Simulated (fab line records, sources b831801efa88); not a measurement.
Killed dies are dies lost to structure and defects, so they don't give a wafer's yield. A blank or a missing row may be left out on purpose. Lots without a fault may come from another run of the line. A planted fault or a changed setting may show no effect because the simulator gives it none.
Chamber matching | flow sky130 | SKY_VIA3_ETCH_14 on rie_diel-02: 4 sister chambers
The step etches BARC in N2/H2, stops on SiO2, time 45.9 s, target depth 60 nm. 4 wafers are shown with their chamber, then 7 later ones without.

WAFERS WITH THEIR CHAMBER
wafer  | chamber | drypump_motor_current_A (A)
L804.4 | 3       | 6.2
L805.5 | 1       | 6.0
L806.1 | 2       | 5.7
L806.5 | 0       | 5.7

WAFERS WITHOUT THEIR CHAMBER
wafer  | drypump_motor_current_A (A)
L806.6 | 6.0
L809.3 | 6.0
L809.5 | 6.2
L809.6 | 5.7
L817.1 | 5.8
L817.4 | 6.0
L817.6 | 6.1

WHICH CHAMBER EACH WENT THROUGH
wafer  | from the rows above          | in truth
L806.6 | 1                            | 1
L809.3 | 1                            | 1
L809.5 | 3                            | 3
L809.6 | can't be placed: 0 or 2      | 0
L817.1 | can't be placed: 0 or 2 or 1 | 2
L817.4 | 1                            | 1
L817.6 | can't be placed: 1 or 3      | 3
Placed correctly: 4 of 7. Can't be placed from these rows: 3 (the true chamber is among the candidates in 3). Placed wrongly: 0.
How it was worked out, from the rows above alone: a wafer's distance from a chamber is the root of the sum, over the readings, of the square of ((its reading less the chamber's mean) divided by the reading's scatter). The wafer belongs to the nearest chamber; if the next one is less than 2 further off, it can't be placed. A chamber's mean is the mean of its shown wafers. The scatter: with one shown wafer a chamber, the root of the mean of the squares of how far each hidden wafer lies from its nearest shown one.
